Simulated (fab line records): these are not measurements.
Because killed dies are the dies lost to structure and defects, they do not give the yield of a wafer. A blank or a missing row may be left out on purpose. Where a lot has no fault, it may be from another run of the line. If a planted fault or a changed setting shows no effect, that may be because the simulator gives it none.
fab line records :: flow sky130
record:
  lots: 6
  wafers: 18
  lastDay: 50
route steps=708 shown POLY_GATE@236 LDD_N@237 PAD_OPEN@708
lots that met no fault: taken from a fault-free run of the same line
startH: hours from the record's first day to the start of the lot's first wafer shown :: waitH: hours since the lot's step before :: " as in the row above :: L1.1+2: several wafers, shown together as one row :: - no value present, or no start provided :: * or withheld: withheld :: < > ~ a bound
route shown NAME@n: NAME is a module with steps in the file, n the number in the route of the first one :: usual: mean/standard deviation of fault-free wafers :: same: alike in all rows :: chamber/n: place in a boat :: sites: per-site readings :: _std_site: their standard deviation :: _edge_site: the outer-site mean with the inner-site mean subtracted :: radiusMm: how far each site lies from the wafer's centre :: mask NAME#n: copy n :: behind: the tool/chamber that last shaped the wafer :: hold: the reason the lot was held/the length of the hold in hours/how it ended :: device: names the non-switching transistor (n, p or np) :: end of line: the tests these same wafers got at the end of their route :: a step with no rows: only its recipe :: killed: dies that structure and defects cost at the first sort, which is not the same as the wafer's yield :: map: per-die view of a wafer (x killed, . not killed, _ where there is no die)
set.NAME: setting as actually run; set.NAME@STEP: the setting as run at that earlier step :: model.NAME: the simulator's own value behind a step, which no gauge read
certain route steps with their lots: each step a table, each wafer a row
services: from which hour (startH, from the record's first day; less than 0 if before it) a tool's chamber was out of use, for how many hours, and why
== steps ==
step: SKY_POLY_GATE_CD_MEAS_22
usual:
  cdNm: 149.5/2.2
lot.wafer: L839.1
tool: cdSem-02
chamber: -
startH: 396.61
waitH: 0.1
cdNm: 155.8

lot.wafer: L839.4
tool: cdSem-02
chamber: -
startH: 396.61
waitH: 0.1
cdNm: 153.3

lot.wafer: L839.6
tool: cdSem-02
chamber: -
startH: 396.61
waitH: 0.1
cdNm: 153.3

lot.wafer: L843.2
tool: cdSem-02
chamber: -
startH: 450.84
waitH: 0.1
cdNm: 149.5

lot.wafer: L843.3
tool: cdSem-02
chamber: -
startH: 450.84
waitH: 0.1
cdNm: 150.8

lot.wafer: L843.6
tool: cdSem-02
chamber: -
startH: 450.84
waitH: 0.1
cdNm: 150.4

lot.wafer: L852.1
tool: cdSem-01
chamber: -
startH: 519.43
waitH: 0.1
cdNm: 149.2

lot.wafer: L852.3
tool: cdSem-01
chamber: -
startH: 519.43
waitH: 0.1
cdNm: 149.1

lot.wafer: L852.5
tool: cdSem-01
chamber: -
startH: 519.43
waitH: 0.1
cdNm: 148.9

lot.wafer: L853.3
tool: cdSem-02
chamber: -
startH: 525.59
waitH: 0.1
cdNm: 147.2

lot.wafer: L853.5
tool: cdSem-02
chamber: -
startH: 525.59
waitH: 0.1
cdNm: 146.4

lot.wafer: L853.6
tool: cdSem-02
chamber: -
startH: 525.59
waitH: 0.1
cdNm: 149.4

lot.wafer: L857.1
tool: cdSem-02
chamber: -
startH: 561.18
waitH: 0.1
cdNm: 151.1

lot.wafer: L857.2
tool: cdSem-02
chamber: -
startH: 561.18
waitH: 0.1
cdNm: 147.4

lot.wafer: L857.6
tool: cdSem-02
chamber: -
startH: 561.18
waitH: 0.1
cdNm: 149.9

lot.wafer: L858.3
tool: cdSem-01
chamber: -
startH: 566.27
waitH: 0.1
cdNm: 152.0

lot.wafer: L858.4
tool: cdSem-01
chamber: -
startH: 566.27
waitH: 0.1
cdNm: 152.1

lot.wafer: L858.5
tool: cdSem-01
chamber: -
startH: 566.27
waitH: 0.1
cdNm: 149.0
step: SKY_LDD_N_DEHYDRATE_00
recipe:
  tempC: 200
  timeS: 60
step: SKY_LDD_N_HMDS_01
recipe:
  primeTimeS: 60
  primeTempC: 120
step: SKY_LDD_N_COAT_02
recipe:
  resist: NOVOLAK
  spinRpm: 3000
  resistThkNm: 300
step: SKY_LDD_N_SOFTBAKE_03
recipe:
  tempC: 90
  timeS: 60
  resist: NOVOLAK
step: SKY_LDD_N_EXPOSE_04
recipe:
  maskId: NTM
  targetCdNm: 840
  na: 0.6
  sourceShape: conventional
  sigmaOuter: 0.6
  doseMj: 110
step: SKY_LDD_N_PEB_05
recipe:
  tempC: withheld
  timeS: *
  resist: NOVOLAK
step: SKY_LDD_N_DEVELOP_06
recipe:
  developTimeS: 60
  devTempC: 23
step: SKY_LDD_N_OVL_MEAS_07
usual:
  LDD_N_OVL: -0.9/1.4
lot.wafer: L839.1
tool: overlay-01
chamber: -
startH: 426.14
waitH: 0.1
LDD_N_OVL[nm]: -0.6

lot.wafer: L839.4
tool: overlay-01
chamber: -
startH: 426.14
waitH: 0.1
LDD_N_OVL[nm]: 0.7

lot.wafer: L839.6
tool: overlay-01
chamber: -
startH: 426.14
waitH: 0.1
LDD_N_OVL[nm]: 2.7

lot.wafer: L843.2
tool: overlay-01
chamber: -
startH: 481.24
waitH: 0.1
LDD_N_OVL[nm]: 0.1

lot.wafer: L843.3
tool: overlay-01
chamber: -
startH: 481.24
waitH: 0.1
LDD_N_OVL[nm]: -0.9

lot.wafer: L843.6
tool: overlay-01
chamber: -
startH: 481.24
waitH: 0.1
LDD_N_OVL[nm]: -0.7

lot.wafer: L852.1
tool: overlay-01
chamber: -
startH: 549.30
waitH: 0.1
LDD_N_OVL[nm]: -0.5

lot.wafer: L852.3
tool: overlay-01
chamber: -
startH: 549.30
waitH: 0.1
LDD_N_OVL[nm]: -0.3

lot.wafer: L852.5
tool: overlay-01
chamber: -
startH: 549.30
waitH: 0.1
LDD_N_OVL[nm]: -0.9

lot.wafer: L853.3
tool: overlay-02
chamber: -
startH: 555.41
waitH: 0.1
LDD_N_OVL[nm]: -1.8

lot.wafer: L853.5
tool: overlay-02
chamber: -
startH: 555.41
waitH: 0.1
LDD_N_OVL[nm]: -0.6

lot.wafer: L853.6
tool: overlay-02
chamber: -
startH: 555.41
waitH: 0.1
LDD_N_OVL[nm]: -1.3

lot.wafer: L857.1
tool: overlay-02
chamber: -
startH: 590.65
waitH: 0.1
LDD_N_OVL[nm]: -2.8

lot.wafer: L857.2
tool: overlay-02
chamber: -
startH: 590.65
waitH: 0.1
LDD_N_OVL[nm]: -4.1

lot.wafer: L857.6
tool: overlay-02
chamber: -
startH: 590.65
waitH: 0.1
LDD_N_OVL[nm]: -3.9

lot.wafer: L858.3
tool: overlay-02
chamber: -
startH: 595.36
waitH: 0.1
LDD_N_OVL[nm]: -0.6

lot.wafer: L858.4
tool: overlay-02
chamber: -
startH: 595.36
waitH: 0.1
LDD_N_OVL[nm]: -0.7

lot.wafer: L858.5
tool: overlay-02
chamber: -
startH: 595.36
waitH: 0.1
LDD_N_OVL[nm]: -0.9
step: SKY_LDD_N_IMPLANT_08
recipe:
  species: As
  energyKev: 20
  doseCm2: 7.5e+13
  tiltDeg: withheld
  rotationDeg: 23
step: SKY_LDD_N_IMPLANT_09
recipe:
  species: As
  energyKev: 20
  doseCm2: 7.5e+13
  tiltDeg: withheld
  rotationDeg: 113
step: SKY_LDD_N_IMPLANT_10
recipe:
  species: As
  energyKev: 20
  doseCm2: 7.5e+13
  tiltDeg: withheld
  rotationDeg: 203
step: SKY_LDD_N_IMPLANT_11
recipe:
  species: As
  energyKev: 20
  doseCm2: 7.5e+13
  tiltDeg: withheld
  rotationDeg: 293
usual:
  doseIonsCm2: 7.5e+13/8.1e+10
  endStationPressureTorr: 5.31e-06/2.4e-07
  faradayCurrentUA: 423/8.1
lot.wafer: L839.1
tool: implanter-02
chamber: 0
startH: 426.62
waitH: 0.1
doseIonsCm2: 7.507e+13
endStationPressureTorr: 4.82e-06
faradayCurrentUA: 417

lot.wafer: L839.4
tool: implanter-02
chamber: 0
startH: 426.62
waitH: 0.1
doseIonsCm2: 7.5e+13
endStationPressureTorr: 5.42e-06
faradayCurrentUA: 431

lot.wafer: L839.6
tool: implanter-02
chamber: 0
startH: 426.62
waitH: 0.1
doseIonsCm2: 7.503e+13
endStationPressureTorr: 5.28e-06
faradayCurrentUA: 421

lot.wafer: L843.2
tool: implanter-03
chamber: 0
startH: 482.22
waitH: 0.2
doseIonsCm2: 7.507e+13
endStationPressureTorr: 5.34e-06
faradayCurrentUA: 420

lot.wafer: L843.3
tool: implanter-03
chamber: 0
startH: 482.22
waitH: 0.2
doseIonsCm2: 7.507e+13
endStationPressureTorr: 5.46e-06
faradayCurrentUA: 420

lot.wafer: L843.6
tool: implanter-03
chamber: 0
startH: 482.22
waitH: 0.2
doseIonsCm2: 7.494e+13
endStationPressureTorr: 5.01e-06
faradayCurrentUA: 421

lot.wafer: L852.1
tool: implanter-03
chamber: 0
startH: 549.79
waitH: 0.1
doseIonsCm2: 5.971e+13
endStationPressureTorr: 5.33e-06
faradayCurrentUA: 354

lot.wafer: L852.3
tool: implanter-03
chamber: 0
startH: 549.79
waitH: 0.1
doseIonsCm2: 5.957e+13
endStationPressureTorr: 5.3e-06
faradayCurrentUA: 332

lot.wafer: L852.5
tool: implanter-03
chamber: 0
startH: 549.79
waitH: 0.1
doseIonsCm2: 5.963e+13
endStationPressureTorr: 5.15e-06
faradayCurrentUA: 332

lot.wafer: L853.3
tool: implanter-03
chamber: 0
startH: 555.94
waitH: 0.1
doseIonsCm2: 5.967e+13
endStationPressureTorr: 5.03e-06
faradayCurrentUA: 344

lot.wafer: L853.5
tool: implanter-03
chamber: 0
startH: 555.94
waitH: 0.1
doseIonsCm2: 5.97e+13
endStationPressureTorr: 5.1e-06
faradayCurrentUA: 342

lot.wafer: L853.6
tool: implanter-03
chamber: 0
startH: 555.94
waitH: 0.1
doseIonsCm2: 5.978e+13
endStationPressureTorr: 5.28e-06
faradayCurrentUA: 348

lot.wafer: L857.1
tool: implanter-02
chamber: 0
startH: 591.14
waitH: 0.1
doseIonsCm2: 7.491e+13
endStationPressureTorr: 5.25e-06
faradayCurrentUA: 425

lot.wafer: L857.2
tool: implanter-02
chamber: 0
startH: 591.14
waitH: 0.1
doseIonsCm2: 7.486e+13
endStationPressureTorr: 4.95e-06
faradayCurrentUA: 443

lot.wafer: L857.6
tool: implanter-02
chamber: 0
startH: 591.14
waitH: 0.1
doseIonsCm2: 7.495e+13
endStationPressureTorr: 4.99e-06
faradayCurrentUA: 425

lot.wafer: L858.3
tool: implanter-02
chamber: 0
startH: 595.89
waitH: 0.1
doseIonsCm2: 7.486e+13
endStationPressureTorr: 4.93e-06
faradayCurrentUA: 423

lot.wafer: L858.4
tool: implanter-02
chamber: 0
startH: 595.89
waitH: 0.1
doseIonsCm2: 7.487e+13
endStationPressureTorr: 5.99e-06
faradayCurrentUA: 425

lot.wafer: L858.5
tool: implanter-02
chamber: 0
startH: 595.89
waitH: 0.1
doseIonsCm2: 7.495e+13
endStationPressureTorr: 5.52e-06
faradayCurrentUA: 415
step: SKY_LDD_N_IMPLANT_12
recipe:
  species: BF2
  energyKev: 50
  doseCm2: 5e+12
  tiltDeg: 30
  rotationDeg: 0
step: SKY_PAD_OPEN_PROBE_99
usual:
  killed_at_M0_to_M3: 43/6.8
  killed_at_M4_up: 3.2/1.8
  killedAtContacts: 24/5.2
  killedAtFrontEnd: 15/4.2
  killedAtOther: 0.4/0.62
  killedDies: 85/8.7
  killedOpen: 46/6.7
  killedShort: 39/5.9
same:
  grossDies: 492
  killedAtBackSide: 0
lot.wafer: L839.1
tool: prober-02
chamber: -
startH: 1091.49
waitH: 0.1
killed_at_M0_to_M3: 46
killed_at_M4_up: 9
killedAtContacts: 16
killedAtFrontEnd: 20
killedAtOther: 1
killedDies: 92
killedOpen: 45
killedShort: 47
model.etest.tipN.rsOhmSq: 442.3

lot.wafer: L839.4
tool: prober-02
chamber: -
startH: 1091.64
waitH: 0.2
killed_at_M0_to_M3: 26
killed_at_M4_up: 5
killedAtContacts: 26
killedAtFrontEnd: 12
killedAtOther: 1
killedDies: 70
killedOpen: 34
killedShort: 36
model.etest.tipN.rsOhmSq: 440.1

lot.wafer: L839.6
tool: prober-02
chamber: -
startH: 1091.74
waitH: 0.2
killed_at_M0_to_M3: 52
killed_at_M4_up: 7
killedAtContacts: 26
killedAtFrontEnd: 18
killedAtOther: 0
killedDies: 103
killedOpen: 48
killedShort: 55
model.etest.tipN.rsOhmSq: 441.9

lot.wafer: L843.2
tool: prober-02
chamber: -
startH: 1125.40
waitH: 0.1
killed_at_M0_to_M3: 55
killed_at_M4_up: 2
killedAtContacts: 27
killedAtFrontEnd: 6
killedAtOther: 0
killedDies: 90
killedOpen: 50
killedShort: 40
model.etest.tipN.rsOhmSq: 446.2

lot.wafer: L843.3
tool: prober-02
chamber: -
startH: 1125.45
waitH: 0.2
killed_at_M0_to_M3: 38
killed_at_M4_up: 5
killedAtContacts: 29
killedAtFrontEnd: 7
killedAtOther: 1
killedDies: 80
killedOpen: 38
killedShort: 42
model.etest.tipN.rsOhmSq: 451.4

lot.wafer: L843.6
tool: prober-02
chamber: -
startH: 1125.60
waitH: 0.2
killed_at_M0_to_M3: 38
killed_at_M4_up: 4
killedAtContacts: 15
killedAtFrontEnd: 15
killedAtOther: 0
killedDies: 72
killedOpen: 41
killedShort: 31
model.etest.tipN.rsOhmSq: 449.6

lot.wafer: L852.1
tool: prober-01
chamber: -
startH: 1166.31
waitH: 0.1
killed_at_M0_to_M3: 34
killed_at_M4_up: 3
killedAtContacts: 19
killedAtFrontEnd: 14
killedAtOther: 0
killedDies: 70
killedOpen: 32
killedShort: 38
model.etest.tipN.rsOhmSq: 459

lot.wafer: L852.3
tool: prober-01
chamber: -
startH: 1166.41
waitH: 0.2
killed_at_M0_to_M3: 47
killed_at_M4_up: 2
killedAtContacts: 35
killedAtFrontEnd: 15
killedAtOther: 0
killedDies: 99
killedOpen: 55
killedShort: 44
model.etest.tipN.rsOhmSq: 455.1

lot.wafer: L852.5
tool: prober-01
chamber: -
startH: 1166.51
waitH: 0.2
killed_at_M0_to_M3: 46
killed_at_M4_up: 1
killedAtContacts: 22
killedAtFrontEnd: 14
killedAtOther: 1
killedDies: 84
killedOpen: 53
killedShort: 30
model.etest.tipN.rsOhmSq: 459.5

lot.wafer: L853.3
tool: prober-02
chamber: -
startH: 1173.38
waitH: 0.2
killed_at_M0_to_M3: 48
killed_at_M4_up: 5
killedAtContacts: 25
killedAtFrontEnd: 21
killedAtOther: 2
killedDies: 101
killedOpen: 51
killedShort: 49
model.etest.tipN.rsOhmSq: 455.6

lot.wafer: L853.5
tool: prober-02
chamber: -
startH: 1173.48
waitH: 0.2
killed_at_M0_to_M3: 46
killed_at_M4_up: 4
killedAtContacts: 23
killedAtFrontEnd: 15
killedAtOther: 2
killedDies: 90
killedOpen: 46
killedShort: 42
model.etest.tipN.rsOhmSq: 462.6

lot.wafer: L853.6
tool: prober-02
chamber: -
startH: 1173.53
waitH: 0.2
killed_at_M0_to_M3: 42
killed_at_M4_up: 2
killedAtContacts: 29
killedAtFrontEnd: 17
killedAtOther: 0
killedDies: 90
killedOpen: 50
killedShort: 40
model.etest.tipN.rsOhmSq: 457.6

lot.wafer: L857.1
tool: prober-02
chamber: -
startH: 1190.63
waitH: 0.1
killed_at_M0_to_M3: 51
killed_at_M4_up: 1
killedAtContacts: 21
killedAtFrontEnd: 9
killedAtOther: 1
killedDies: 83
killedOpen: 44
killedShort: 38
model.etest.tipN.rsOhmSq: 444.7

lot.wafer: L857.2
tool: prober-02
chamber: -
startH: 1190.68
waitH: 0.1
killed_at_M0_to_M3: 50
killed_at_M4_up: 3
killedAtContacts: 32
killedAtFrontEnd: 14
killedAtOther: 1
killedDies: 100
killedOpen: 52
killedShort: 47
model.etest.tipN.rsOhmSq: 438.5

lot.wafer: L857.6
tool: prober-02
chamber: -
startH: 1190.88
waitH: 0.2
killed_at_M0_to_M3: 42
killed_at_M4_up: 4
killedAtContacts: 26
killedAtFrontEnd: 11
killedAtOther: 0
killedDies: 83
killedOpen: 42
killedShort: 39
model.etest.tipN.rsOhmSq: 441.6

lot.wafer: L858.3
tool: prober-01
chamber: -
startH: 1191.26
waitH: 0.2
killed_at_M0_to_M3: 45
killed_at_M4_up: 1
killedAtContacts: 20
killedAtFrontEnd: 17
killedAtOther: 1
killedDies: 84
killedOpen: 51
killedShort: 32
model.etest.tipN.rsOhmSq: 442

lot.wafer: L858.4
tool: prober-01
chamber: -
startH: 1191.31
waitH: 0.2
killed_at_M0_to_M3: 48
killed_at_M4_up: 5
killedAtContacts: 18
killedAtFrontEnd: 10
killedAtOther: 0
killedDies: 81
killedOpen: 47
killedShort: 34
model.etest.tipN.rsOhmSq: 443.2

lot.wafer: L858.5
tool: prober-01
chamber: -
startH: 1191.36
waitH: 0.2
killed_at_M0_to_M3: 27
killed_at_M4_up: 1
killedAtContacts: 19
killedAtFrontEnd: 17
killedAtOther: 1
killedDies: 65
killedOpen: 37
killedShort: 27
model.etest.tipN.rsOhmSq: 441.2
killed by level:class
L839.1 VIA3:geometricParticle:open=8 VIA1:geometricParticle:short=7 CONTACT:geometricParticle:open=7 VIA1:geometricParticle:open=7 METAL4:geometricParticle:short=7 POLY_GATE:geometricParticle:open=6 METAL1:geometricParticle:short=6 FIELD_ISO:geometricParticle:open=5
L839.4 CONTACT:geometricParticle:short=9 CONTACT:geometricParticle:open=6 FIELD_ISO:geometricParticle:open=4 FIELD_ISO:geometricParticle:short=4 VIA1:geometricParticle:open=4 LI_CONTACT:geometricParticle:open=4 VIA2:geometricParticle:open=4 LI_CONTACT:geometricParticle:short=3
L839.6 METAL2:geometricParticle:short=11 CONTACT:geometricParticle:open=10 VIA1:geometricParticle:open=8 VIA2:geometricParticle:open=7 VIA3:geometricParticle:open=7 CONTACT:geometricParticle:short=6 VIA1:geometricParticle:short=6 METAL4:geometricParticle:short=6
L843.2 VIA1:geometricParticle:open=11 VIA2:geometricParticle:open=9 METAL1:geometricParticle:short=8 LOCAL_INTERCONNECT:geometricParticle:short=7 METAL2:geometricParticle:short=6 LI_CONTACT:geometricParticle:open=6 CONTACT:geometricParticle:open=6 VIA2:geometricParticle:short=5
L843.3 LI_CONTACT:geometricParticle:open=8 CONTACT:geometricParticle:open=8 CONTACT:geometricParticle:short=7 METAL1:geometricParticle:short=7 VIA1:geometricParticle:open=7 VIA3:geometricParticle:open=7 VIA1:geometricParticle:short=5 LOCAL_INTERCONNECT:geometricParticle:short=4
L843.6 VIA2:geometricParticle:open=12 VIA1:geometricParticle:open=7 FIELD_ISO:geometricParticle:short=5 CONTACT:geometricParticle:short=5 METAL1:geometricParticle:short=5 VIA3:geometricParticle:open=4 POLY_GATE:geometricParticle:open=4 CONTACT:geometricParticle:open=4
L852.1 LI_CONTACT:geometricParticle:open=7 VIA2:geometricParticle:open=6 SPACER:geometricParticle:short=5 CONTACT:geometricParticle:short=5 METAL1:geometricParticle:short=5 VIA1:geometricParticle:short=5 POLY_GATE:geometricParticle:short=4 CONTACT:geometricParticle:open=4
L852.3 CONTACT:geometricParticle:open=13 VIA1:geometricParticle:open=12 CONTACT:geometricParticle:short=9 VIA3:geometricParticle:open=8 METAL2:geometricParticle:short=7 LI_CONTACT:geometricParticle:open=6 METAL1:geometricParticle:short=6 VIA2:geometricParticle:open=6
L852.5 VIA1:geometricParticle:open=13 CONTACT:geometricParticle:open=9 VIA2:geometricParticle:open=8 VIA3:geometricParticle:open=7 FIELD_ISO:geometricParticle:short=6 CONTACT:geometricParticle:short=5 LI_CONTACT:geometricParticle:open=4 FIELD_ISO:geometricParticle:open=3
L853.3 VIA1:geometricParticle:open=14 CONTACT:geometricParticle:open=9 VIA2:geometricParticle:open=8 METAL2:geometricParticle:short=6 FIELD_ISO:geometricParticle:open=5 CONTACT:geometricParticle:short=5 VIA1:geometricParticle:short=5 FIELD_ISO:geometricParticle:short=4
L853.5 CONTACT:geometricParticle:open=10 METAL2:geometricParticle:short=9 VIA1:geometricParticle:short=9 LI_CONTACT:geometricParticle:open=7 VIA1:geometricParticle:open=7 FIELD_ISO:geometricParticle:short=6 VIA2:geometricParticle:open=6 VIA3:geometricParticle:open=6
L853.6 CONTACT:geometricParticle:open=16 METAL2:geometricParticle:short=7 VIA1:geometricParticle:open=7 VIA2:geometricParticle:open=7 VIA1:geometricParticle:short=6 LI_CONTACT:geometricParticle:open=5 POLY_GATE:geometricParticle:open=4 LI_CONTACT:geometricParticle:short=4
L857.1 VIA1:geometricParticle:open=11 METAL2:geometricParticle:short=9 CONTACT:geometricParticle:open=7 LOCAL_INTERCONNECT:geometricParticle:short=6 VIA1:geometricParticle:short=6 METAL3:geometricParticle:short=6 VIA2:geometricParticle:open=5 VIA3:geometricParticle:open=5
L857.2 VIA1:geometricParticle:open=10 CONTACT:geometricParticle:open=9 METAL2:geometricParticle:short=9 LI_CONTACT:geometricParticle:open=7 VIA2:geometricParticle:open=7 LI_CONTACT:geometricParticle:short=5 LOCAL_INTERCONNECT:geometricParticle:short=5 CONTACT:geometricParticle:short=5
L857.6 CONTACT:geometricParticle:open=9 VIA2:geometricParticle:open=6 LOCAL_INTERCONNECT:geometricParticle:short=6 VIA1:geometricParticle:open=6 METAL2:geometricParticle:short=6 VIA3:geometricParticle:open=6 METAL4:geometricParticle:short=4 LOCAL_INTERCONNECT:geometricParticle:open=4
L858.3 CONTACT:geometricParticle:open=12 VIA3:geometricParticle:open=10 VIA2:geometricParticle:open=7 VIA1:geometricParticle:open=7 FIELD_ISO:geometricParticle:short=5 FIELD_ISO:geometricParticle:open=4 LI_CONTACT:geometricParticle:open=4 VIA2:geometricParticle:short=4
L858.4 VIA3:geometricParticle:open=10 VIA1:geometricParticle:open=9 VIA2:geometricParticle:open=9 CONTACT:geometricParticle:open=8 LI_CONTACT:geometricParticle:open=6 FIELD_ISO:geometricParticle:short=5 METAL4:geometricParticle:short=5 VIA1:geometricParticle:short=4
L858.5 LI_CONTACT:geometricParticle:open=10 VIA2:geometricParticle:open=6 CONTACT:geometricParticle:short=4 VIA1:geometricParticle:open=4 VIA3:geometricParticle:open=4 FIELD_ISO:geometricParticle:short=3 POLY_GATE:geometricParticle:short=3 SPACER:geometricParticle:open=3
== services ==
tool: implanter-02
chamber: -
startH: 409.17
hours: 4.1
kind: repair

tool: implanter-03
chamber: -
startH: 437.06
hours: 1.8
kind: pm

tool: implanter-03
chamber: -
startH: 449.85
hours: 2.4
kind: repair

tool: implanter-02
chamber: -
startH: 503.53
hours: 3.3
kind: repair

tool: implanter-03
chamber: -
startH: 589.34
hours: 141.5
kind: pm
== key ==
firstSign:
  step: SKY_LDD_N_IMPLANT_11
  reading: doseIonsCm2
  direction: down
  sigmas: 99+
  usual: *
  struck: *
effect:
  step: SKY_LDD_N_IMPLANT_11
  reading: faradayCurrentUA
  direction: down
  sigmas: 10
  usual: 423
  struck: 342
modelEffect:
  step: SKY_PAD_OPEN_PROBE_99
  value: etest.tipN.rsOhmSq
  without: 443.2
  struck: 458.2
metAt SKY_LDD_N_IMPLANT_11
struckWafers L852.1,L852.3,L852.5,L853.3,L853.5,L853.6
testerLeftOut L852,L853
onsetBetween 482.22 549.79
fault:
  kind: processParameterDrift
  tool: implanter-03
  chamber: -
  onsetH: 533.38
  steps: SKY_LDD_N_IMPLANT_11
  channel: doseCm2
  offset: *
  shape: step
  endH: 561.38
  actsIn: *
  stated: *
testerLeftOut: of these lots the tester's yield and bins aren't shown, on N5 and GAA mostly nor the transistor test; their killed dies are dies lost to structure and defects alone, not to doping, threshold or leakage, so they don't give the yield
